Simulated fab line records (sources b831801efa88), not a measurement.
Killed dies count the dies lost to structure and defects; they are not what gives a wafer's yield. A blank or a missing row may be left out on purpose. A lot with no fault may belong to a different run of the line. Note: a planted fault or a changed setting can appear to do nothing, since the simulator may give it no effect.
fab line records :: flow sky130
record:
  lots: 14
  wafers: 42
  last_day: 50
route steps=708 shown POLY_GATE@221 LDD_P@262 PAD_OPEN@708
lots with no fault: from the same line, run without faults
start_h: start of the lot's first displayed wafer, in hours after the record's first day :: wait_h: hours since the lot's step before :: " as in the row above :: L1.1+2: a row that stands for several wafers :: - either no value or no given start :: * or withheld: withheld :: < > ~ a bound
route shown NAME@n: a module of which the file shows steps, and the number in the route of the first :: usual: mean and standard deviation over wafers with no fault :: same: alike in all rows :: chamber/n: place in a boat :: sites: the reading at each site :: _std_site: their standard deviation :: _edge_site: the outer-site mean with the inner-site mean subtracted :: radius_mm: how far each site lies from the wafer's centre :: mask NAME#n: copy n :: behind: the most recent tool/chamber to have shaped the wafer :: hold: reason for holding the lot/hours on hold/outcome of the hold :: device: whichever transistor did not switch (one of n, p or np) :: end of line: the tests these same wafers got at the end of their route :: a step given without rows: its recipe and nothing more :: killed: at the first sort, the dies lost to defects and structure; wafer yield is something else :: map: a wafer's dies, x killed, . not, _ none there
set.NAME: the setting the step ran with; set.NAME@STEP: the setting that earlier step ran with :: model.NAME: the simulator's own value behind a step, which no gauge read
the route's steps for a sample of lots (tables are steps, rows are wafers)
== steps ==
step: SKY_POLY_GATE_COAT_07
recipe:
  resist: BARC
  temp_c: withheld
  time_s: withheld
  spin_rpm: 3000
  resist_thk_nm: 110
usual:
  resist_line_temp_C: *
  spin_speed_rpm: 3000.1/1.9
lot.wafer: L128.1
tool: litho_track-03
chamber: 0
start_h: 365.75
wait_h: 0.1
resist_line_temp_C: *
spin_speed_rpm: 3002.1

lot.wafer: L128.4
tool: litho_track-03
chamber: 0
start_h: 365.75
wait_h: 0.1
resist_line_temp_C: *
spin_speed_rpm: 3001.8

lot.wafer: L128.6
tool: litho_track-03
chamber: 0
start_h: 365.75
wait_h: 0.1
resist_line_temp_C: *
spin_speed_rpm: 2998.4

lot.wafer: L129.1
tool: litho_track-04
chamber: 0
start_h: 375.97
wait_h: 0.1
resist_line_temp_C: *
spin_speed_rpm: 2999.8

lot.wafer: L129.3
tool: litho_track-04
chamber: 0
start_h: 375.97
wait_h: 0.1
resist_line_temp_C: *
spin_speed_rpm: 3000.8

lot.wafer: L129.4
tool: litho_track-04
chamber: 0
start_h: 375.97
wait_h: 0.1
resist_line_temp_C: *
spin_speed_rpm: 3000.9

lot.wafer: L135.2
tool: litho_track-03
chamber: 0
start_h: 427.78
wait_h: 0.1
resist_line_temp_C: *
spin_speed_rpm: 3047.9

lot.wafer: L135.5
tool: litho_track-03
chamber: 0
start_h: 427.78
wait_h: 0.1
resist_line_temp_C: *
spin_speed_rpm: 3048.6

lot.wafer: L135.6
tool: litho_track-03
chamber: 0
start_h: 427.78
wait_h: 0.1
resist_line_temp_C: *
spin_speed_rpm: 3048.3

lot.wafer: L138.3
tool: litho_track-03
chamber: 0
start_h: 458.35
wait_h: 0.1
resist_line_temp_C: *
spin_speed_rpm: 3048.0

lot.wafer: L138.4
tool: litho_track-03
chamber: 0
start_h: 458.35
wait_h: 0.1
resist_line_temp_C: *
spin_speed_rpm: 3045.5

lot.wafer: L138.5
tool: litho_track-03
chamber: 0
start_h: 458.35
wait_h: 0.1
resist_line_temp_C: *
spin_speed_rpm: 3048.2

lot.wafer: L139.1
tool: litho_track-04
chamber: 0
start_h: 460.47
wait_h: 0.1
resist_line_temp_C: *
spin_speed_rpm: 3000.8

lot.wafer: L139.2
tool: litho_track-04
chamber: 0
start_h: 460.47
wait_h: 0.1
resist_line_temp_C: *
spin_speed_rpm: 2999.8

lot.wafer: L139.6
tool: litho_track-04
chamber: 0
start_h: 460.47
wait_h: 0.1
resist_line_temp_C: *
spin_speed_rpm: 2995.5

lot.wafer: L141.3
tool: litho_track-01
chamber: 0
start_h: 481.42
wait_h: 0.1
resist_line_temp_C: *
spin_speed_rpm: 2999.1

lot.wafer: L141.5
tool: litho_track-01
chamber: 0
start_h: 481.42
wait_h: 0.1
resist_line_temp_C: *
spin_speed_rpm: 3000.1

lot.wafer: L141.6
tool: litho_track-01
chamber: 0
start_h: 481.42
wait_h: 0.1
resist_line_temp_C: *
spin_speed_rpm: 3002.2

lot.wafer: L143.2
tool: litho_track-04
chamber: 0
start_h: 501.54
wait_h: 0.1
resist_line_temp_C: *
spin_speed_rpm: 3001.8

lot.wafer: L143.3
tool: litho_track-04
chamber: 0
start_h: 501.54
wait_h: 0.1
resist_line_temp_C: *
spin_speed_rpm: 3001.7

lot.wafer: L143.6
tool: litho_track-04
chamber: 0
start_h: 501.54
wait_h: 0.1
resist_line_temp_C: *
spin_speed_rpm: 3001.5

lot.wafer: L144.1
tool: litho_track-04
chamber: 0
start_h: 514.57
wait_h: 0.1
resist_line_temp_C: *
spin_speed_rpm: 3002.0

lot.wafer: L144.2
tool: litho_track-04
chamber: 0
start_h: 514.57
wait_h: 0.1
resist_line_temp_C: *
spin_speed_rpm: 3000.4

lot.wafer: L144.6
tool: litho_track-04
chamber: 0
start_h: 514.57
wait_h: 0.1
resist_line_temp_C: *
spin_speed_rpm: 3000.9

lot.wafer: L145.2
tool: litho_track-03
chamber: 0
start_h: 517.28
wait_h: 0.1
resist_line_temp_C: *
spin_speed_rpm: 2996.9

lot.wafer: L145.4
tool: litho_track-03
chamber: 0
start_h: 517.28
wait_h: 0.1
resist_line_temp_C: *
spin_speed_rpm: 2997.6

lot.wafer: L145.5
tool: litho_track-03
chamber: 0
start_h: 517.28
wait_h: 0.1
resist_line_temp_C: *
spin_speed_rpm: 2997.3

lot.wafer: L146.1
tool: litho_track-03
chamber: 0
start_h: 519.05
wait_h: 0.1
resist_line_temp_C: *
spin_speed_rpm: 3000.7

lot.wafer: L146.3
tool: litho_track-03
chamber: 0
start_h: 519.05
wait_h: 0.1
resist_line_temp_C: *
spin_speed_rpm: 3001.0

lot.wafer: L146.4
tool: litho_track-03
chamber: 0
start_h: 519.05
wait_h: 0.1
resist_line_temp_C: *
spin_speed_rpm: 3000.0

lot.wafer: L147.3
tool: litho_track-04
chamber: 0
start_h: 525.12
wait_h: 0.1
resist_line_temp_C: *
spin_speed_rpm: 3000.2

lot.wafer: L147.5
tool: litho_track-04
chamber: 0
start_h: 525.12
wait_h: 0.1
resist_line_temp_C: *
spin_speed_rpm: 2999.1

lot.wafer: L147.6
tool: litho_track-04
chamber: 0
start_h: 525.12
wait_h: 0.1
resist_line_temp_C: *
spin_speed_rpm: 2999.8

lot.wafer: L148.1
tool: litho_track-01
chamber: 0
start_h: 537.62
wait_h: 0.1
resist_line_temp_C: *
spin_speed_rpm: 3002.0

lot.wafer: L148.4
tool: litho_track-01
chamber: 0
start_h: 537.62
wait_h: 0.1
resist_line_temp_C: *
spin_speed_rpm: 3000.7

lot.wafer: L148.6
tool: litho_track-01
chamber: 0
start_h: 537.62
wait_h: 0.1
resist_line_temp_C: *
spin_speed_rpm: 3001.4

lot.wafer: L149.1
tool: litho_track-03
chamber: 0
start_h: 541.55
wait_h: 0.1
resist_line_temp_C: *
spin_speed_rpm: 3001.9

lot.wafer: L149.3
tool: litho_track-03
chamber: 0
start_h: 541.55
wait_h: 0.1
resist_line_temp_C: *
spin_speed_rpm: 3001.1

lot.wafer: L149.6
tool: litho_track-03
chamber: 0
start_h: 541.55
wait_h: 0.1
resist_line_temp_C: *
spin_speed_rpm: 2997.8

lot.wafer: L150.2
tool: litho_track-04
chamber: 0
start_h: 553.69
wait_h: 0.1
resist_line_temp_C: *
spin_speed_rpm: 2998.6

lot.wafer: L150.3
tool: litho_track-04
chamber: 0
start_h: 553.69
wait_h: 0.1
resist_line_temp_C: *
spin_speed_rpm: 3000.1

lot.wafer: L150.4
tool: litho_track-04
chamber: 0
start_h: 553.69
wait_h: 0.1
resist_line_temp_C: *
spin_speed_rpm: 2997.6
step: SKY_POLY_GATE_OVL_MEAS_14
usual:
  POLY_GATE_OVL: -1/5.4
lot.wafer: L128.1
tool: overlay-01
chamber: -
start_h: 380.59
wait_h: 0.1
POLY_GATE_OVL[nm]: -3

lot.wafer: L128.4
tool: overlay-01
chamber: -
start_h: 380.59
wait_h: 0.1
POLY_GATE_OVL[nm]: 7

lot.wafer: L128.6
tool: overlay-01
chamber: -
start_h: 380.59
wait_h: 0.1
POLY_GATE_OVL[nm]: -3

lot.wafer: L129.1
tool: overlay-01
chamber: -
start_h: 390.74
wait_h: 0.1
POLY_GATE_OVL[nm]: 4

lot.wafer: L129.3
tool: overlay-01
chamber: -
start_h: 390.74
wait_h: 0.1
POLY_GATE_OVL[nm]: 1

lot.wafer: L129.4
tool: overlay-01
chamber: -
start_h: 390.74
wait_h: 0.1
POLY_GATE_OVL[nm]: 9

lot.wafer: L135.2
tool: overlay-01
chamber: -
start_h: 443.93
wait_h: 0.1
POLY_GATE_OVL[nm]: -3

lot.wafer: L135.5
tool: overlay-01
chamber: -
start_h: 443.93
wait_h: 0.1
POLY_GATE_OVL[nm]: 3

lot.wafer: L135.6
tool: overlay-01
chamber: -
start_h: 443.93
wait_h: 0.1
POLY_GATE_OVL[nm]: 0

lot.wafer: L138.3
tool: overlay-02
chamber: -
start_h: 474.03
wait_h: 0.1
POLY_GATE_OVL[nm]: -9

lot.wafer: L138.4
tool: overlay-02
chamber: -
start_h: 474.03
wait_h: 0.1
POLY_GATE_OVL[nm]: -7

lot.wafer: L138.5
tool: overlay-02
chamber: -
start_h: 474.03
wait_h: 0.1
POLY_GATE_OVL[nm]: -4

lot.wafer: L139.1
tool: overlay-02
chamber: -
start_h: 476.24
wait_h: 0.1
POLY_GATE_OVL[nm]: -3

lot.wafer: L139.2
tool: overlay-02
chamber: -
start_h: 476.24
wait_h: 0.1
POLY_GATE_OVL[nm]: 1

lot.wafer: L139.6
tool: overlay-02
chamber: -
start_h: 476.24
wait_h: 0.1
POLY_GATE_OVL[nm]: -7

lot.wafer: L141.3
tool: overlay-01
chamber: -
start_h: 497.50
wait_h: 0.1
POLY_GATE_OVL[nm]: 4

lot.wafer: L141.5
tool: overlay-01
chamber: -
start_h: 497.50
wait_h: 0.1
POLY_GATE_OVL[nm]: -3

lot.wafer: L141.6
tool: overlay-01
chamber: -
start_h: 497.50
wait_h: 0.1
POLY_GATE_OVL[nm]: 5

lot.wafer: L143.2
tool: overlay-01
chamber: -
start_h: 517.94
wait_h: 0.1
POLY_GATE_OVL[nm]: 6

lot.wafer: L143.3
tool: overlay-01
chamber: -
start_h: 517.94
wait_h: 0.1
POLY_GATE_OVL[nm]: 2

lot.wafer: L143.6
tool: overlay-01
chamber: -
start_h: 517.94
wait_h: 0.1
POLY_GATE_OVL[nm]: 3

lot.wafer: L144.1
tool: overlay-02
chamber: -
start_h: 530.32
wait_h: 0.1
POLY_GATE_OVL[nm]: -1

lot.wafer: L144.2
tool: overlay-02
chamber: -
start_h: 530.32
wait_h: 0.1
POLY_GATE_OVL[nm]: -1

lot.wafer: L144.6
tool: overlay-02
chamber: -
start_h: 530.32
wait_h: 0.1
POLY_GATE_OVL[nm]: 1

lot.wafer: L145.2
tool: overlay-02
chamber: -
start_h: 532.58
wait_h: 0.1
POLY_GATE_OVL[nm]: -6

lot.wafer: L145.4
tool: overlay-02
chamber: -
start_h: 532.58
wait_h: 0.1
POLY_GATE_OVL[nm]: 1

lot.wafer: L145.5
tool: overlay-02
chamber: -
start_h: 532.58
wait_h: 0.1
POLY_GATE_OVL[nm]: -4

lot.wafer: L146.1
tool: overlay-02
chamber: -
start_h: 533.92
wait_h: 0.1
POLY_GATE_OVL[nm]: 1

lot.wafer: L146.3
tool: overlay-02
chamber: -
start_h: 533.92
wait_h: 0.1
POLY_GATE_OVL[nm]: -2

lot.wafer: L146.4
tool: overlay-02
chamber: -
start_h: 533.92
wait_h: 0.1
POLY_GATE_OVL[nm]: 0

lot.wafer: L147.3
tool: overlay-02
chamber: -
start_h: 540.73
wait_h: 0.1
POLY_GATE_OVL[nm]: -6

lot.wafer: L147.5
tool: overlay-02
chamber: -
start_h: 540.73
wait_h: 0.1
POLY_GATE_OVL[nm]: 6

lot.wafer: L147.6
tool: overlay-02
chamber: -
start_h: 540.73
wait_h: 0.1
POLY_GATE_OVL[nm]: 1

lot.wafer: L148.1
tool: overlay-02
chamber: -
start_h: 553.32
wait_h: 0.1
POLY_GATE_OVL[nm]: -7

lot.wafer: L148.4
tool: overlay-02
chamber: -
start_h: 553.32
wait_h: 0.1
POLY_GATE_OVL[nm]: -5

lot.wafer: L148.6
tool: overlay-02
chamber: -
start_h: 553.32
wait_h: 0.1
POLY_GATE_OVL[nm]: -7

lot.wafer: L149.1
tool: overlay-02
chamber: -
start_h: 556.97
wait_h: 0.1
POLY_GATE_OVL[nm]: -12

lot.wafer: L149.3
tool: overlay-02
chamber: -
start_h: 556.97
wait_h: 0.1
POLY_GATE_OVL[nm]: -11

lot.wafer: L149.6
tool: overlay-02
chamber: -
start_h: 556.97
wait_h: 0.1
POLY_GATE_OVL[nm]: -11

lot.wafer: L150.2
tool: overlay-02
chamber: -
start_h: 569.49
wait_h: 0.1
POLY_GATE_OVL[nm]: 11

lot.wafer: L150.3
tool: overlay-02
chamber: -
start_h: 569.49
wait_h: 0.1
POLY_GATE_OVL[nm]: -2

lot.wafer: L150.4
tool: overlay-02
chamber: -
start_h: 569.49
wait_h: 0.1
POLY_GATE_OVL[nm]: 10
step: SKY_LDD_P_CD_MEAS_07
recipe:
  target_cd_nm: 380
usual:
  cd_nm: 379/3.4
lot.wafer: L128.1
tool: cd_sem-02
chamber: -
start_h: 442.50
wait_h: 0.1
cd_nm: 384

lot.wafer: L128.4
tool: cd_sem-02
chamber: -
start_h: 442.50
wait_h: 0.1
cd_nm: 383

lot.wafer: L128.6
tool: cd_sem-02
chamber: -
start_h: 442.50
wait_h: 0.1
cd_nm: 384

lot.wafer: L129.1
tool: cd_sem-01
chamber: -
start_h: 455.62
wait_h: 0.1
cd_nm: 374

lot.wafer: L129.3
tool: cd_sem-01
chamber: -
start_h: 455.62
wait_h: 0.1
cd_nm: 375

lot.wafer: L129.4
tool: cd_sem-01
chamber: -
start_h: 455.62
wait_h: 0.1
cd_nm: 372

lot.wafer: L135.2
tool: cd_sem-01
chamber: -
start_h: 507.67
wait_h: 0.1
cd_nm: 382

lot.wafer: L135.5
tool: cd_sem-01
chamber: -
start_h: 507.67
wait_h: 0.1
cd_nm: 381

lot.wafer: L135.6
tool: cd_sem-01
chamber: -
start_h: 507.67
wait_h: 0.1
cd_nm: 381

lot.wafer: L138.3
tool: cd_sem-02
chamber: -
start_h: 537.54
wait_h: 0.1
cd_nm: 375

lot.wafer: L138.4
tool: cd_sem-02
chamber: -
start_h: 537.54
wait_h: 0.1
cd_nm: 378

lot.wafer: L138.5
tool: cd_sem-02
chamber: -
start_h: 537.54
wait_h: 0.1
cd_nm: 379

lot.wafer: L139.1
tool: cd_sem-01
chamber: -
start_h: 539.85
wait_h: 0.1
cd_nm: 383

lot.wafer: L139.2
tool: cd_sem-01
chamber: -
start_h: 539.85
wait_h: 0.1
cd_nm: 379

lot.wafer: L139.6
tool: cd_sem-01
chamber: -
start_h: 539.85
wait_h: 0.1
cd_nm: 380

lot.wafer: L141.3
tool: cd_sem-01
chamber: -
start_h: 560.96
wait_h: 0.1
cd_nm: 378

lot.wafer: L141.5
tool: cd_sem-01
chamber: -
start_h: 560.96
wait_h: 0.1
cd_nm: 380

lot.wafer: L141.6
tool: cd_sem-01
chamber: -
start_h: 560.96
wait_h: 0.1
cd_nm: 378

lot.wafer: L143.2
tool: cd_sem-01
chamber: -
start_h: 579.92
wait_h: 0.1
cd_nm: 385

lot.wafer: L143.3
tool: cd_sem-01
chamber: -
start_h: 579.92
wait_h: 0.1
cd_nm: 384

lot.wafer: L143.6
tool: cd_sem-01
chamber: -
start_h: 579.92
wait_h: 0.1
cd_nm: 385

lot.wafer: L144.1
tool: cd_sem-01
chamber: -
start_h: 593.72
wait_h: 0.1
cd_nm: 379

lot.wafer: L144.2
tool: cd_sem-01
chamber: -
start_h: 593.72
wait_h: 0.1
cd_nm: 377

lot.wafer: L144.6
tool: cd_sem-01
chamber: -
start_h: 593.72
wait_h: 0.1
cd_nm: 375

lot.wafer: L145.2
tool: cd_sem-02
chamber: -
start_h: 594.34
wait_h: 0.1
cd_nm: 381

lot.wafer: L145.4
tool: cd_sem-02
chamber: -
start_h: 594.34
wait_h: 0.1
cd_nm: 381

lot.wafer: L145.5
tool: cd_sem-02
chamber: -
start_h: 594.34
wait_h: 0.1
cd_nm: 380

lot.wafer: L146.1
tool: cd_sem-01
chamber: -
start_h: 596.07
wait_h: 0.1
cd_nm: 373

lot.wafer: L146.3
tool: cd_sem-01
chamber: -
start_h: 596.07
wait_h: 0.1
cd_nm: 372

lot.wafer: L146.4
tool: cd_sem-01
chamber: -
start_h: 596.07
wait_h: 0.1
cd_nm: 372

lot.wafer: L147.3
tool: cd_sem-01
chamber: -
start_h: 602.56
wait_h: 0.1
cd_nm: 373

lot.wafer: L147.5
tool: cd_sem-01
chamber: -
start_h: 602.56
wait_h: 0.1
cd_nm: 373

lot.wafer: L147.6
tool: cd_sem-01
chamber: -
start_h: 602.56
wait_h: 0.1
cd_nm: 377

lot.wafer: L148.1
tool: cd_sem-02
chamber: -
start_h: 615.52
wait_h: 0.1
cd_nm: 372

lot.wafer: L148.4
tool: cd_sem-02
chamber: -
start_h: 615.52
wait_h: 0.1
cd_nm: 371

lot.wafer: L148.6
tool: cd_sem-02
chamber: -
start_h: 615.52
wait_h: 0.1
cd_nm: 374

lot.wafer: L149.1
tool: cd_sem-02
chamber: -
start_h: 618.95
wait_h: 0.1
cd_nm: 378

lot.wafer: L149.3
tool: cd_sem-02
chamber: -
start_h: 618.95
wait_h: 0.1
cd_nm: 374

lot.wafer: L149.6
tool: cd_sem-02
chamber: -
start_h: 618.95
wait_h: 0.1
cd_nm: 376

lot.wafer: L150.2
tool: cd_sem-01
chamber: -
start_h: 631.72
wait_h: 0.1
cd_nm: 381

lot.wafer: L150.3
tool: cd_sem-01
chamber: -
start_h: 631.72
wait_h: 0.1
cd_nm: 378

lot.wafer: L150.4
tool: cd_sem-01
chamber: -
start_h: 631.72
wait_h: 0.1
cd_nm: 380
step: SKY_LDD_P_TW_MEAS_11
usual:
  LDD_P_TW: 633/5.8
lot.wafer: L128.1
tool: film_metro-03
chamber: -
start_h: 442.91
wait_h: 0.1
LDD_P_TW: 631

lot.wafer: L128.4
tool: film_metro-03
chamber: -
start_h: 442.91
wait_h: 0.1
LDD_P_TW: 634

lot.wafer: L128.6
tool: film_metro-03
chamber: -
start_h: 442.91
wait_h: 0.1
LDD_P_TW: 629

lot.wafer: L129.1
tool: film_metro-01
chamber: -
start_h: 456.03
wait_h: 0.1
LDD_P_TW: 642

lot.wafer: L129.3
tool: film_metro-01
chamber: -
start_h: 456.03
wait_h: 0.1
LDD_P_TW: 643

lot.wafer: L129.4
tool: film_metro-01
chamber: -
start_h: 456.03
wait_h: 0.1
LDD_P_TW: 643

lot.wafer: L135.2
tool: film_metro-01
chamber: -
start_h: 508.07
wait_h: 0.1
LDD_P_TW: 644

lot.wafer: L135.5
tool: film_metro-01
chamber: -
start_h: 508.07
wait_h: 0.1
LDD_P_TW: 643

lot.wafer: L135.6
tool: film_metro-01
chamber: -
start_h: 508.07
wait_h: 0.1
LDD_P_TW: 645

lot.wafer: L138.3
tool: film_metro-03
chamber: -
start_h: 537.93
wait_h: 0.1
LDD_P_TW: 632

lot.wafer: L138.4
tool: film_metro-03
chamber: -
start_h: 537.93
wait_h: 0.1
LDD_P_TW: 631

lot.wafer: L138.5
tool: film_metro-03
chamber: -
start_h: 537.93
wait_h: 0.1
LDD_P_TW: 631

lot.wafer: L139.1
tool: film_metro-02
chamber: -
start_h: 540.25
wait_h: 0.1
LDD_P_TW: 627

lot.wafer: L139.2
tool: film_metro-02
chamber: -
start_h: 540.25
wait_h: 0.1
LDD_P_TW: 626

lot.wafer: L139.6
tool: film_metro-02
chamber: -
start_h: 540.25
wait_h: 0.1
LDD_P_TW: 619

lot.wafer: L141.3
tool: film_metro-02
chamber: -
start_h: 561.35
wait_h: 0.1
LDD_P_TW: 625

lot.wafer: L141.5
tool: film_metro-02
chamber: -
start_h: 561.35
wait_h: 0.1
LDD_P_TW: 621

lot.wafer: L141.6
tool: film_metro-02
chamber: -
start_h: 561.35
wait_h: 0.1
LDD_P_TW: 624

lot.wafer: L143.2
tool: film_metro-02
chamber: -
start_h: 580.31
wait_h: 0.1
LDD_P_TW: 625

lot.wafer: L143.3
tool: film_metro-02
chamber: -
start_h: 580.31
wait_h: 0.1
LDD_P_TW: 626

lot.wafer: L143.6
tool: film_metro-02
chamber: -
start_h: 580.31
wait_h: 0.1
LDD_P_TW: 625

lot.wafer: L144.1
tool: film_metro-01
chamber: -
start_h: 594.12
wait_h: 0.1
LDD_P_TW: 640

lot.wafer: L144.2
tool: film_metro-01
chamber: -
start_h: 594.12
wait_h: 0.1
LDD_P_TW: 644

lot.wafer: L144.6
tool: film_metro-01
chamber: -
start_h: 594.12
wait_h: 0.1
LDD_P_TW: 642

lot.wafer: L145.2
tool: film_metro-03
chamber: -
start_h: 594.74
wait_h: 0.1
LDD_P_TW: 633

lot.wafer: L145.4
tool: film_metro-03
chamber: -
start_h: 594.74
wait_h: 0.1
LDD_P_TW: 635

lot.wafer: L145.5
tool: film_metro-03
chamber: -
start_h: 594.74
wait_h: 0.1
LDD_P_TW: 635

lot.wafer: L146.1
tool: film_metro-02
chamber: -
start_h: 596.48
wait_h: 0.1
LDD_P_TW: 628

lot.wafer: L146.3
tool: film_metro-02
chamber: -
start_h: 596.48
wait_h: 0.1
LDD_P_TW: 626

lot.wafer: L146.4
tool: film_metro-02
chamber: -
start_h: 596.48
wait_h: 0.1
LDD_P_TW: 629

lot.wafer: L147.3
tool: film_metro-03
chamber: -
start_h: 602.94
wait_h: 0.1
LDD_P_TW: 631

lot.wafer: L147.5
tool: film_metro-03
chamber: -
start_h: 602.94
wait_h: 0.1
LDD_P_TW: 634

lot.wafer: L147.6
tool: film_metro-03
chamber: -
start_h: 602.94
wait_h: 0.1
LDD_P_TW: 634

lot.wafer: L148.1
tool: film_metro-01
chamber: -
start_h: 615.93
wait_h: 0.1
LDD_P_TW: 642

lot.wafer: L148.4
tool: film_metro-01
chamber: -
start_h: 615.93
wait_h: 0.1
LDD_P_TW: 641

lot.wafer: L148.6
tool: film_metro-01
chamber: -
start_h: 615.93
wait_h: 0.1
LDD_P_TW: 640

lot.wafer: L149.1
tool: film_metro-01
chamber: -
start_h: 619.36
wait_h: 0.1
LDD_P_TW: 641

lot.wafer: L149.3
tool: film_metro-01
chamber: -
start_h: 619.36
wait_h: 0.1
LDD_P_TW: 640

lot.wafer: L149.6
tool: film_metro-01
chamber: -
start_h: 619.36
wait_h: 0.1
LDD_P_TW: 641

lot.wafer: L150.2
tool: film_metro-03
chamber: -
start_h: 632.11
wait_h: 0.1
LDD_P_TW: 629

lot.wafer: L150.3
tool: film_metro-03
chamber: -
start_h: 632.11
wait_h: 0.1
LDD_P_TW: 633

lot.wafer: L150.4
tool: film_metro-03
chamber: -
start_h: 632.11
wait_h: 0.1
LDD_P_TW: 634
step: SKY_PAD_OPEN_PROBE_99
usual:
  killed_at_M0_to_M3: 44/6.2
  killed_at_M4_up: 3.3/1.7
  killed_at_contacts: 24/4.9
  killed_at_front_end: 16/5
  killed_at_other: 0.3/0.48
  killed_dies: 88/9
  killed_open: 48/7
  killed_short: 39/6.1
same:
  gross_dies: 492
  killed_at_back_side: 0
lot.wafer: L139.1
tool: prober-01
chamber: -
start_h: 1144.95
wait_h: 0.1
killed_at_M0_to_M3: 35
killed_at_M4_up: 6
killed_at_contacts: 20
killed_at_front_end: 26
killed_at_other: 0
killed_dies: 87
killed_open: 38
killed_short: 49

lot.wafer: L139.6
tool: prober-01
chamber: -
start_h: 1145.20
wait_h: 0.2
killed_at_M0_to_M3: 35
killed_at_M4_up: 2
killed_at_contacts: 26
killed_at_front_end: 12
killed_at_other: 0
killed_dies: 75
killed_open: 42
killed_short: 33
killed by level:class
L139.1 VIA1:geometric_particle:open=10 FIELD_ISO:geometric_particle:short=7 LI_CONTACT:geometric_particle:open=6 FIELD_ISO:geometric_particle:open=5 CONTACT:geometric_particle:short=5 METAL4:geometric_particle:short=5 SPACER:geometric_particle:open=4 SPACER:geometric_particle:short=4
L139.6 LI_CONTACT:geometric_particle:open=8 VIA3:geometric_particle:open=8 CONTACT:geometric_particle:open=6 CONTACT:geometric_particle:short=6 LOCAL_INTERCONNECT:geometric_particle:short=5 VIA1:geometric_particle:open=4 VIA2:geometric_particle:open=4 FIELD_ISO:geometric_particle:open=3
== key ==
first_sign:
  step: SKY_POLY_GATE_COAT_07
  reading: spin_speed_rpm
  direction: up
  sigmas: 26
  usual: 3000.1
  struck: 3047.8
effect none on later readings
met_at SKY_POLY_GATE_COAT_07
struck_lots L135,L138
tester_left_out L135,L138
not_acting_at SKY_POLY_GATE_OVL_MEAS_14,SKY_LDD_P_CD_MEAS_07,SKY_LDD_P_TW_MEAS_11
onset_between 365.75 427.78
fault:
  kind: process_parameter_drift
  tool: litho_track-03
  chamber: -
  onset_h: 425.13
  steps: SKY_POLY_GATE_COAT_07
  channel: spin_rpm
  offset: 46.324
  shape: step
  end_h: 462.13
  acts_in: these_recipes_only
  stated: 3000
tester_left_out: of these lots the tester's yield and bins aren't shown, on N5 and GAA mostly nor the transistor test; their killed dies are dies lost to structure and defects alone, not to doping, threshold or leakage, so they don't give the yield
